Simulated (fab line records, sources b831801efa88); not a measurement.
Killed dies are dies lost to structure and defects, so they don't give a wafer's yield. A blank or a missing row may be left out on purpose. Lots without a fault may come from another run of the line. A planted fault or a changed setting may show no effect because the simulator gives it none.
fab line records | flow sky130
record lots=6 wafers=18 last_day=50
route steps=708 shown FIELD_ISO@1 PAD_OPEN@708
lots that met no fault: from a run of the same line without faults
start_h: hours from the record's first day to the start of the lot's first wafer shown | wait_h: hours since the lot's step before | " the same as in the row above | L1.1+2: a row that stands for several wafers | - no value, or no start given | * or withheld: withheld | < > ~ a bound
route shown NAME@n: a module of which the file shows steps, and the number in the route of the first | usual: mean/standard deviation of fault-free wafers | same: alike in all rows | chamber/n: place in a boat | sites: the reading at each site | _std_site: their standard deviation | _edge_site: outer sites' mean less inner sites' | radius_mm: how far each site lies from the wafer's centre | mask NAME#n: copy n | behind: the tool/chamber that last shaped the wafer | hold: why the lot was held/for how many hours/how that ended | device: the transistor (n, p or np) that didn't switch | end of line: the same wafers' tests at the end of the route | a step without rows: its recipe alone | killed: dies lost to structure and defects at the first sort, not the wafer's yield | map: a wafer's dies, x killed, . not, _ none there
set.NAME: the setting as run; set.NAME@STEP: as run at that earlier step | model.NAME: the simulator's own value behind a step, which no gauge read
lots at some steps of the route; a table a step, a row a wafer
services: from which hour (start_h, from the record's first day; less than 0 if before it) a tool's chamber was out of use, for how many hours, and why
## steps
# step SKY_FIELD_ISO_BOW_MEAS_00
# recipe mode=bow
# usual INCOMING_BOW=-1/6.9
# columns lot.wafer tool chamber start_h wait_h INCOMING_BOW[um]
L325.2 film_metro-02 - 10.02 - 2
L325.3 " - " " 4
L325.4 " - " " -9
L328.3 film_metro-03 - 25.04 - -3
L328.4 " - " " 14
L328.6 " - " " -7
L342.2 film_metro-02 - 95.02 - 5
L342.4 " - " " 2
L342.5 " - " " -5
L343.3 film_metro-01 - 100.04 - -9
L343.4 " - " " 2
L343.5 " - " " -5
L344.4 film_metro-01 - 105.06 - 2
L344.5 " - " " -12
L344.6 " - " " 2
L345.1 film_metro-01 - 110.00 - -13
L345.2 " - " " 6
L345.3 " - " " 2
# step SKY_FIELD_ISO_OXIDATION_01
# recipe temp_c=900 ambient=O2 stabilise_s=600 purge_s=300 target_thk_a=120 ox_time_s=1843
# usual zone_power_bottom_pct=31.6/2
# columns lot.wafer tool chamber start_h wait_h zone_power_bottom_pct model.SiO2_of_FIELD_ISO_OXIDATION_01.thk_nm
L325.2 furnace-01 0 11.56 1.5 34.4 12.29
L325.3 " 0 " " 34.0 11.99
L325.4 " 0 " " 34.6 12.24
L328.3 furnace-02 0 25.12 0.1 30.3 12.1
L328.4 " 0 " " 29.9 12.25
L328.6 " 0 " " 29.8 12.49
L342.2 furnace-01 0 101.29 6.2 33.8 10.63
L342.4 " 0 " " 34.4 10.23
L342.5 " 0 " " 33.5 10.57
L343.3 furnace-01 0 101.29 1.2 33.3 10.52
L343.4 " 0 " " 33.9 10.37
L343.5 " 0 " " 34.0 10.2
L344.4 furnace-02 0 112.32 7.2 29.8 12.38
L344.5 " 0 " " 29.9 12.53
L344.6 " 0 " " 29.7 12.5
L345.1 furnace-02 0 112.32 2.3 29.7 12.42
L345.2 " 0 " " 29.6 12.62
L345.3 " 0 " " 30.0 12.72
# step SKY_FIELD_ISO_THK_MEAS_02
# recipe reads=SiO2_of_FIELD_ISO_OXIDATION_01
# usual FIELD_ISO_OXIDATION_00_THK=12.15/0.25
# columns lot.wafer tool chamber start_h wait_h FIELD_ISO_OXIDATION_00_THK[nm]
L325.2 film_metro-02 - 13.08 0.0 12.27
L325.3 " - " " 11.96
L325.4 " - " " 12.24
L328.3 film_metro-02 - 26.65 0.0 12.14
L328.4 " - " " 12.20
L328.6 " - " " 12.47
L342.2 film_metro-03 - 102.81 0.0 10.67
L342.4 " - " " 10.24
L342.5 " - " " 10.53
L343.3 film_metro-01 - 102.82 0.0 10.51
L343.4 " - " " 10.37
L343.5 " - " " 10.21
L345.1 film_metro-02 - 113.83 0.0 12.42
L345.2 " - " " 12.57
L345.3 " - " " 12.77
L344.4 film_metro-03 - 113.86 0.0 12.41
L344.5 " - " " 12.50
L344.6 " - " " 12.46
# step SKY_FIELD_ISO_CVD_03
# recipe material=Si3N4 precursor=DCS/NH3 target_thk_nm=165 temp_c=770 time_s=2830 pressure_mtorr=237.8
# step SKY_FIELD_ISO_THK_MEAS_04
# recipe reads=Si3N4_of_FIELD_ISO_CVD_03
# usual FIELD_ISO_CVD_03_THK=162.0/1.3
# columns lot.wafer tool chamber start_h wait_h FIELD_ISO_CVD_03_THK[nm]
L325.2 film_metro-02 - 15.11 0.0 161.7
L325.3 " - " " 162.5
L325.4 " - " " 163.0
L328.3 film_metro-03 - 28.50 0.0 162.8
L328.4 " - " " 162.0
L328.6 " - " " 161.1
L342.2 film_metro-03 - 104.65 0.0 163.3
L342.4 " - " " 162.6
L342.5 " - " " 162.9
L343.3 film_metro-01 - 104.66 0.0 163.1
L343.4 " - " " 163.0
L343.5 " - " " 162.4
L345.1 film_metro-03 - 115.71 0.0 161.1
L345.2 " - " " 162.3
L345.3 " - " " 162.0
L344.4 film_metro-01 - 115.71 0.0 160.5
L344.5 " - " " 161.2
L344.6 " - " " 162.1
# step SKY_FIELD_ISO_DEHYDRATE_05
# recipe temp_c=200 time_s=60
# step SKY_FIELD_ISO_HMDS_06
# recipe prime_time_s=60 prime_temp_c=120
# step SKY_FIELD_ISO_COAT_07
# recipe resist=BARC temp_c=withheld time_s=withheld spin_rpm=3000 resist_thk_nm=60
# step SKY_FIELD_ISO_COAT_08
# recipe resist=KrF-thick spin_rpm=3000 resist_thk_nm=450
# step SKY_FIELD_ISO_SOFTBAKE_09
# recipe temp_c=100 time_s=90 resist=KrF-thick
# step SKY_FIELD_ISO_EXPOSE_10
# recipe mask_id=FOM na=0.68 source_shape=annular sigma_inner=0.4 sigma_outer=0.8 target_cd_nm=150 dose_mj=28
# step SKY_FIELD_ISO_PEB_11
# recipe peb_temp_c=withheld peb_time_s=withheld resist=KrF-thick
# step SKY_FIELD_ISO_DEVELOP_12
# recipe develop_time_s=60 resist=KrF-thick dev_temp_c=21
# step SKY_FIELD_ISO_CD_MEAS_13
# recipe target_cd_nm=150
# usual cd_nm=150.1/1.4
# columns lot.wafer tool chamber start_h wait_h cd_nm
L325.2 cd_sem-02 - 29.32 - 148.5
L325.3 " - " " 148.7
L325.4 " - " " 147.3
L328.3 cd_sem-02 - 43.52 - 152.4
L328.4 " - " " 149.1
L328.6 " - " " 152.9
L342.2 cd_sem-01 - 122.12 - 151.1
L342.4 " - " " 150.3
L342.5 " - " " 151.9
L343.3 cd_sem-02 - 122.17 - 148.7
L343.4 " - " " 148.6
L343.5 " - " " 149.4
L344.4 cd_sem-02 - 133.10 - 150.7
L344.5 " - " " 152.4
L344.6 " - " " 150.4
L345.1 cd_sem-02 - 133.35 - 150.6
L345.2 " - " " 149.1
L345.3 " - " " 149.7
# step SKY_FIELD_ISO_ETCH_14
# recipe chemistry=N2/H2 target=BARC ion_energy_ev=200 source_w=500 bias_w=100 pressure_mtorr=30 n2_flow_sccm=100 h2_flow_sccm=200 stop_on=SiO2 time_s=45.9 target_depth_a=600
# usual drypump_motor_current_A=5.6/0.44 h2_flow_sccm=200.0/0.6 oes_product_au=0.854/0.0053 throttle_valve_pct=13.226/0.008
# columns lot.wafer tool chamber start_h wait_h drypump_motor_current_A h2_flow_sccm oes_product_au rf_hours_counter_h throttle_valve_pct
L325.2 rie_diel-04 1 29.42 0.1 5.3 200.0 0.857 34 13.230
L325.3 " 0 " " 6.5 199.6 0.855 56 13.234
L325.4 " 3 " " 5.9 199.9 0.859 33 13.236
L328.3 rie_diel-04 2 43.60 0.1 4.9 200.1 0.857 175 13.223
L328.4 " 3 " " 5.9 199.4 0.855 34 13.220
L328.6 " 0 " " 6.5 200.4 0.846 - 13.227
L342.2 rie_diel-03 3 122.22 0.1 5.5 200.3 0.852 45 13.239
L342.4 " 1 " " 5.8 199.4 0.861 2 13.220
L342.5 " 2 " " 5.5 199.7 0.841 - 13.221
L343.3 rie_diel-04 3 122.25 0.1 5.9 199.5 0.850 36 13.230
L343.4 " 0 " " 6.6 199.9 0.856 59 13.220
L343.5 " 1 " " 5.3 201.6 0.847 - 13.223
L344.4 rie_diel-04 0 133.16 0.0 6.6 201.4 0.854 59 13.226
L344.5 " 3 " " 5.9 200.1 0.855 - 13.216
L344.6 " 2 " " 4.9 199.9 0.848 - 13.224
L345.1 rie_diel-02 2 133.47 0.1 5.4 199.4 0.853 99 13.215
L345.2 " 1 " " 6.1 201.3 0.852 61 13.222
L345.3 " 0 " " 6.0 200.8 0.847 1 13.209
# step SKY_FIELD_ISO_ETCH_15
# recipe chemistry=CHF3/O2 target_depth_nm=180 stop_on=Si source_w=580.7 bias_w=200 pressure_mtorr=40 chf3_flow_sccm=50 O2_flow_sccm=5 time_s=72
# usual drypump_motor_current_A=5.6/0.44 oes_product_au=0.936/0.006 throttle_valve_pct=8.841/0.0084
# columns lot.wafer tool chamber start_h wait_h drypump_motor_current_A oes_product_au rf_hours_counter_h throttle_valve_pct
L325.2 rie_diel-04 1 29.46 0.0 5.3 0.933 34 8.852
L325.3 " 0 " " 6.5 0.936 56 8.838
L325.4 " 3 " " 5.9 0.943 33 8.840
L328.3 rie_diel-04 2 43.64 0.0 4.9 0.937 175 8.853
L328.4 " 3 " " 5.9 0.932 34 8.857
L328.6 " 0 " " 6.5 0.929 - 8.836
L342.2 rie_diel-03 3 122.26 0.0 5.5 0.940 45 8.829
L342.4 " 1 " " 5.8 0.942 2 8.845
L342.5 " 2 " " 5.5 0.938 - 8.839
L343.3 rie_diel-04 3 122.29 0.0 5.9 0.934 36 8.837
L343.4 " 0 " " 6.5 0.936 59 8.853
L343.5 " 1 " " 5.3 0.934 - 8.834
L344.4 rie_diel-04 0 133.20 0.0 6.6 0.935 59 8.839
L344.5 " 3 " " 5.9 0.930 - 8.843
L344.6 " 2 " " 4.9 0.938 - 8.835
L345.1 rie_diel-02 2 133.51 0.0 5.4 0.938 99 8.840
L345.2 " 1 " " 6.1 0.925 61 8.843
L345.3 " 0 " " 6.0 0.939 1 8.846
# step SKY_FIELD_ISO_STRIP_16
# recipe chemistry=O2/N2 power_w=1400 pressure_mtorr=1500 platen_temp_c=withheld o2_flow_sccm=3000 n2_flow_sccm=300 overash_fraction=0.5
# usual drypump_motor_current_A=5.73/0.22 oes_product_au=0.379/0.0046 strip_time_to_endpoint_s=3.57/0.038
# columns lot.wafer tool chamber start_h wait_h drypump_motor_current_A oes_product_au rf_hours_counter_h strip_time_to_endpoint_s
L325.2 plasma_asher-03 1 29.52 0.0 5.92 0.377 32 3.56
L325.3 " 1 " " 5.92 0.374 - 3.58
L325.4 " 0 " " 5.94 0.385 - 3.66
L328.3 plasma_asher-03 1 43.73 0.1 5.91 0.378 - 3.54
L328.4 " 0 " " 5.96 0.384 - 3.63
L328.6 " 1 " " 5.91 0.380 - 3.55
L342.2 plasma_asher-03 0 122.32 0.0 5.94 0.374 43 3.56
L342.4 " 0 " " 5.95 0.383 - 3.58
L342.5 " 0 " " 5.95 0.382 - 3.55
L343.3 plasma_asher-02 1 122.38 0.1 5.50 0.375 - 3.63
L343.4 " 0 " " 5.64 0.389 - 3.58
L343.5 " 1 " " 5.49 0.377 - 3.56
L344.4 plasma_asher-01 0 133.29 0.1 5.43 0.377 - 3.55
L344.5 " 0 " " 5.46 0.388 - 3.61
L344.6 " 1 " " 5.47 0.386 - 3.55
L345.1 plasma_asher-02 1 133.57 0.0 5.49 0.375 44 3.57
L345.2 " 0 " " 5.61 0.379 44 3.54
L345.3 " 1 " " 5.46 0.373 - 3.57
# step SKY_FIELD_ISO_ETCH_17
# recipe target_depth_a=3420 mask_material=Si3N4 chemistry=HBr/Cl2/O2 target=Si taper_deg=5 icp_w=600 bias_w=150 pressure_mtorr=15 HBr_flow_sccm=150 Cl2_flow_sccm=40 O2_flow_sccm=6 time_s=97.7
# usual drypump_motor_current_A=5.5/0.44 oes_product_au=1.004/0.01 throttle_valve_pct=25.656/0.011
# columns lot.wafer tool chamber start_h wait_h drypump_motor_current_A oes_product_au rf_hours_counter_h throttle_valve_pct
L325.2 rie_si-02 1 29.62 0.1 5.2 1.011 3 25.645
L325.3 " 2 " " 5.2 0.990 33 25.670
L325.4 " 3 " " 6.2 1.003 122 25.666
L328.3 rie_si-01 3 43.80 0.0 5.9 0.996 4 25.657
L328.4 " 0 " " 4.9 0.994 22 25.642
L328.6 " 0 " " 4.9 0.993 - 25.670
L342.2 rie_si-02 0 122.42 0.1 5.4 1.010 0 25.650
L342.4 " 2 " " 5.2 1.003 34 25.647
L342.5 " 0 " " 5.4 1.009 - 25.659
L343.3 rie_si-01 3 122.45 0.0 5.9 0.991 4 25.660
L343.4 " 0 " " 4.9 1.013 23 25.657
L343.5 " 3 " " 5.9 0.987 - 25.662
L344.4 rie_si-01 1 133.36 0.0 5.6 1.009 3 25.649
L344.5 " 0 " " 4.9 0.998 - 25.664
L344.6 " 3 " " 5.9 0.985 - 25.668
L345.1 rie_si-02 2 133.67 0.1 5.2 1.006 34 25.667
L345.2 " 0 " " 5.4 1.007 1 25.635
L345.3 " 3 " " 6.2 0.991 123 25.657
# step SKY_FIELD_ISO_WET_ETCH_18
# recipe chemistry=H3PO4 target_depth_nm=25 temp_c=160 target=Si3N4 time_s=286
# step SKY_FIELD_ISO_CLEAN_19
# recipe chemistry=SC1/SC2 mix=1:4:20 temp_c=70 time_s=150
# step SKY_FIELD_ISO_CLEAN_20
# recipe chemistry=dHF time_s=20 dilution=100:1
# step SKY_FIELD_ISO_WET_ETCH_21
# recipe chemistry=dHF dilution=100:1 target_depth_nm=20 dry=ipa_marangoni target=SiO2 temp_c=25 time_s=400
# step SKY_FIELD_ISO_OXIDATION_22
# recipe temp_c=950 ambient=O2 stabilise_s=600 purge_s=300 target_thk_a=100 ox_time_s=623
# step SKY_FIELD_ISO_THK_MEAS_23
# recipe reads=SiO2_of_FIELD_ISO_OXIDATION_22
# usual FIELD_ISO_OXIDATION_01_THK=10.05/0.19
# columns lot.wafer tool chamber start_h wait_h FIELD_ISO_OXIDATION_01_THK[nm]
L325.2 film_metro-03 - 31.14 0.0 10.08
L325.3 " - " " 10.03
L325.4 " - " " 10.09
L328.3 film_metro-03 - 45.33 0.0 10.18
L328.4 " - " " 10.17
L328.6 " - " " 10.22
L342.2 film_metro-02 - 125.34 0.0 9.84
L342.4 " - " " 9.79
L342.5 " - " " 9.77
L343.3 film_metro-03 - 125.35 0.0 9.88
L343.4 " - " " 9.79
L343.5 " - " " 9.68
L344.4 film_metro-01 - 134.92 0.0 9.93
L344.5 " - " " 10.02
L344.6 " - " " 10.06
L345.1 film_metro-01 - 135.18 0.0 10.07
L345.2 " - " " 9.85
L345.3 " - " " 10.05
# step SKY_FIELD_ISO_CVD_24
# recipe material=SiO2 target_thk_nm=595 temp_c=650 sigma_open_frac=0.3 time_s=99.2 sih4_flow_sccm=60 pressure_mtorr=6
# step SKY_FIELD_ISO_THK_MEAS_25
# recipe reads=SiO2_of_FIELD_ISO_CVD_24
# usual FIELD_ISO_CVD_24_THK=593/6.5
# columns lot.wafer tool chamber start_h wait_h FIELD_ISO_CVD_24_THK[nm]
L325.2 film_metro-01 - 31.27 0.0 603
L325.3 " - " " 602
L325.4 " - " " 604
L328.3 film_metro-02 - 45.46 0.1 584
L328.4 " - " " 593
L328.6 " - " " 586
L342.2 film_metro-02 - 125.47 0.0 590
L342.4 " - " " 587
L342.5 " - " " 607
L343.3 film_metro-03 - 125.48 0.1 591
L343.4 " - " " 596
L343.5 " - " " 608
L344.4 film_metro-02 - 135.15 0.1 584
L344.5 " - " " 588
L344.6 " - " " 587
L345.1 film_metro-02 - 135.31 0.0 580
L345.2 " - " " 599
L345.3 " - " " 593
# step SKY_FIELD_ISO_ANNEAL_26
# recipe temp_c=1000 time_s=1800 ambient=N2
# step SKY_FIELD_ISO_CMP_27
# recipe stop_on=Si3N4 t_overpolish_s=16 down_force_psi=4 platen_rpm=60 target_thk_nm=457.8 pad_velocity_m_s=0.94248
# usual motor_current_A=12.7/0.75
# columns lot.wafer tool chamber start_h wait_h motor_current_A
L325.4 cmp-01 3 33.98 0.0 14.0
L325.2 " 1 " " 13.2
L325.3 " 2 " " 11.6
L328.4 cmp-01 0 47.64 0.0 12.4
L328.3 " 3 " " 14.6
L328.6 " 0 " " 13.0
L343.3 cmp-01 1 127.61 0.0 12.4
L343.4 " 2 " " 11.4
L343.5 " 1 " " 12.3
L342.2 cmp-02 3 127.71 0.1 11.8
L342.4 " 0 " " 12.7
L342.5 " 1 " " 13.3
L344.4 cmp-02 3 136.83 0.1 12.1
L344.6 " 0 " " 12.9
L344.5 " 1 " " 13.2
L345.2 cmp-02 1 138.18 0.1 13.9
L345.1 " 2 " " 12.4
L345.3 " 3 " " 11.7
# step SKY_FIELD_ISO_WET_ETCH_28
# recipe chemistry=dHF target_depth_nm=23.7 target=SiO2 dilution=10:1 temp_c=25 time_s=47
# step SKY_FIELD_ISO_WET_ETCH_29
# recipe chemistry=H3PO4 target_depth_nm=160 target=Si3N4 temp_c=160 time_s=1825
# usual bath_guard_temp_C=160.6/0.49
# columns lot.wafer tool chamber start_h wait_h bath_guard_temp_C model.SiO2_of_FIELD_ISO_OXIDATION_01.thk_nm
L325.2 wet_bench-01 0 34.30 0.0 160.0 11.97
L325.3 " 0 " " 159.9 11.68
L325.4 " 0 " " 160.0 11.93
L328.3 wet_bench-03 1 47.96 0.0 160.0 11.78
L328.4 " 1 " " 159.6 11.93
L328.6 " 1 " " 159.9 12.17
L342.2 wet_bench-03 2 127.93 0.0 160.7 10.32
L342.4 " 2 " " 160.6 9.91
L342.5 " 2 " " 160.6 10.25
L343.3 wet_bench-03 2 127.93 0.0 160.6 10.19
L343.4 " 2 " " 160.7 10.05
L343.5 " 2 " " 160.4 9.876
L344.4 wet_bench-03 3 137.00 0.0 160.0 12.07
L344.5 " 3 " " 159.8 12.22
L344.6 " 3 " " 159.9 12.18
L345.1 wet_bench-01 1 138.45 0.0 160.5 12.1
L345.2 " 1 " " 160.4 12.3
L345.3 " 1 " " 160.8 12.4
# step SKY_FIELD_ISO_WET_ETCH_30
# recipe chemistry=dHF target_depth_nm=25 target=SiO2 dilution=10:1 temp_c=25 time_s=50
# step SKY_PAD_OPEN_PROBE_99
# usual killed_at_M0_to_M3=42/6.7 killed_at_M4_up=3.4/2 killed_at_contacts=24/5.1 killed_at_front_end=14/4.2 killed_at_other=0.2/0.49 killed_dies=84/8.4 killed_on_rim=17/3.6 killed_open=46/7 killed_short=39/5.8
# same gross_dies=492 killed_at_back_side=0
# columns lot.wafer tool chamber start_h wait_h killed_at_M0_to_M3 killed_at_M4_up killed_at_contacts killed_at_front_end killed_at_other killed_dies killed_on_rim killed_open killed_short
L325.2 prober-01 - 1080.96 0.1 36 7 22 17 0 82 24 40 42
L325.3 prober-01 - 1081.01 0.2 42 5 26 10 0 83 12 42 41
L325.4 prober-01 - 1081.06 0.2 36 2 18 11 0 67 15 38 29
L342.2 prober-02 - 1181.86 0.1 37 5 24 7 0 73 15 41 32
L342.4 prober-02 - 1181.96 0.2 43 2 16 18 0 79 9 40 39
L342.5 prober-02 - 1182.01 0.2 24 8 19 17 2 70 14 28 42
L343.3 prober-01 - 1183.86 0.2 47 3 20 25 1 96 17 58 38
L343.4 prober-01 - 1183.91 0.2 46 3 19 12 0 80 16 43 37
L343.5 prober-01 - 1183.96 0.2 41 3 25 18 0 87 15 47 40
# killed by level:class
L325.2 CONTACT:geometric_particle:open=9 VIA3:geometric_particle:open=9 FIELD_ISO:geometric_particle:open=6 METAL4:geometric_particle:short=6 METAL1:geometric_particle:short=6 LI_CONTACT:geometric_particle:open=5 LOCAL_INTERCONNECT:geometric_particle:short=5 VIA1:geometric_particle:short=4
L325.3 CONTACT:geometric_particle:short=10 CONTACT:geometric_particle:open=9 VIA1:geometric_particle:open=9 METAL1:geometric_particle:short=7 LI_CONTACT:geometric_particle:open=4 METAL2:geometric_particle:short=4 VIA2:geometric_particle:short=4 VIA2:geometric_particle:open=4
L325.4 VIA1:geometric_particle:open=11 CONTACT:geometric_particle:open=6 METAL3:geometric_particle:short=6 LI_CONTACT:geometric_particle:open=5 VIA2:geometric_particle:open=5 FIELD_ISO:geometric_particle:short=4 VIA1:geometric_particle:short=4 CONTACT:geometric_particle:short=3
L342.2 CONTACT:geometric_particle:open=9 VIA2:geometric_particle:open=8 CONTACT:geometric_particle:short=7 METAL2:geometric_particle:short=7 VIA1:geometric_particle:open=6 LI_CONTACT:geometric_particle:open=5 VIA3:geometric_particle:open=4 POLY_GATE:geometric_particle:short=3
L342.4 VIA1:geometric_particle:open=8 VIA3:geometric_particle:open=8 METAL1:geometric_particle:short=7 METAL2:geometric_particle:short=7 FIELD_ISO:geometric_particle:short=6 POLY_GATE:geometric_particle:open=5 CONTACT:geometric_particle:open=4 VIA2:geometric_particle:open=4
L342.5 VIA1:geometric_particle:open=8 FIELD_ISO:geometric_particle:short=7 METAL4:geometric_particle:short=5 CONTACT:geometric_particle:short=4 CONTACT:geometric_particle:open=4 FIELD_ISO:geometric_particle:open=3 POLY_GATE:geometric_particle:short=3 VIA3:geometric_particle:open=3
L343.3 VIA1:geometric_particle:open=12 METAL1:geometric_particle:short=10 LI_CONTACT:geometric_particle:open=9 CONTACT:geometric_particle:open=7 VIA1:geometric_particle:short=6 METAL2:geometric_particle:short=6 FIELD_ISO:geometric_particle:open=5 POLY_GATE:geometric_particle:open=5
L343.4 VIA3:geometric_particle:open=8 VIA2:geometric_particle:open=7 VIA1:geometric_particle:open=7 METAL2:geometric_particle:short=5 POLY_GATE:geometric_particle:open=4 LI_CONTACT:geometric_particle:short=4 LI_CONTACT:geometric_particle:open=4 LOCAL_INTERCONNECT:geometric_particle:short=4
L343.5 CONTACT:geometric_particle:open=8 VIA3:geometric_particle:open=7 LI_CONTACT:geometric_particle:open=7 METAL1:geometric_particle:short=6 METAL2:geometric_particle:short=6 VIA2:geometric_particle:open=6 FIELD_ISO:geometric_particle:open=5 CONTACT:geometric_particle:short=5
## services
# columns tool chamber start_h hours kind
rie_diel-03 3 -11.88 4.1 repair
cmp-02 - -11.44 3.4 repair
furnace-02 - -10.79 3.8 pm
rie_si-01 3 -7.49 1.8 repair
cmp-01 - -5.32 0.5 repair
rie_si-02 - 2.67 2.8 pm
plasma_asher-02 - 4.35 1.6 repair
cmp-02 - 12.34 13.9 pm
rie_diel-03 3 19.41 7.2 repair
rie_diel-03 0 25.41 4.5 repair
cmp-02 - 34.20 8.2 repair
cmp-02 - 39.08 1.4 repair
cmp-01 - 43.21 2.1 repair
cmp-02 - 49.81 0.3 repair
rie_diel-04 1 53.82 7.8 repair
cmp-02 - 64.00 4.0 pm
rie_si-02 - 76.44 0.2 repair
furnace-02 - 82.95 23.0 pm
cmp-01 - 99.75 1.8 repair
rie_diel-04 2 100.17 9.9 repair
cmp-02 - 103.17 0.4 repair
furnace-02 - 105.96 3.6 pm
furnace-01 - 109.62 3.8 pm
cmp-01 - 136.59 4.8 pm
## key
first_sign step=SKY_FIELD_ISO_THK_MEAS_02 reading=FIELD_ISO_OXIDATION_00_THK direction=down sigmas=6.9 usual=12.15 struck=10.42
effect none on later readings
model_effect step=SKY_FIELD_ISO_OXIDATION_01 value=SiO2_of_FIELD_ISO_OXIDATION_01.thk_nm without=12.14 struck=10.42
model_effect step=SKY_FIELD_ISO_WET_ETCH_29 value=SiO2_of_FIELD_ISO_OXIDATION_01.thk_nm without=11.82 struck=10.1
met_at SKY_FIELD_ISO_OXIDATION_01
struck_wafers L342.2,L342.4,L342.5,L343.3,L343.4,L343.5
tester_left_out L342,L343
onset_between 11.56 101.29
fault kind=process_parameter_drift tool=furnace-01 chamber=- onset_h=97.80 steps=SKY_FIELD_ISO_OXIDATION_01 channel=ox_time_s offset=* shape=step end_h=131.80 acts_in=* stated=*
# tester_left_out: of these lots the tester's yield and bins aren't shown, on N5 and GAA mostly nor the transistor test; their killed dies are dies lost to structure and defects alone, not to doping, threshold or leakage, so they don't give the yield
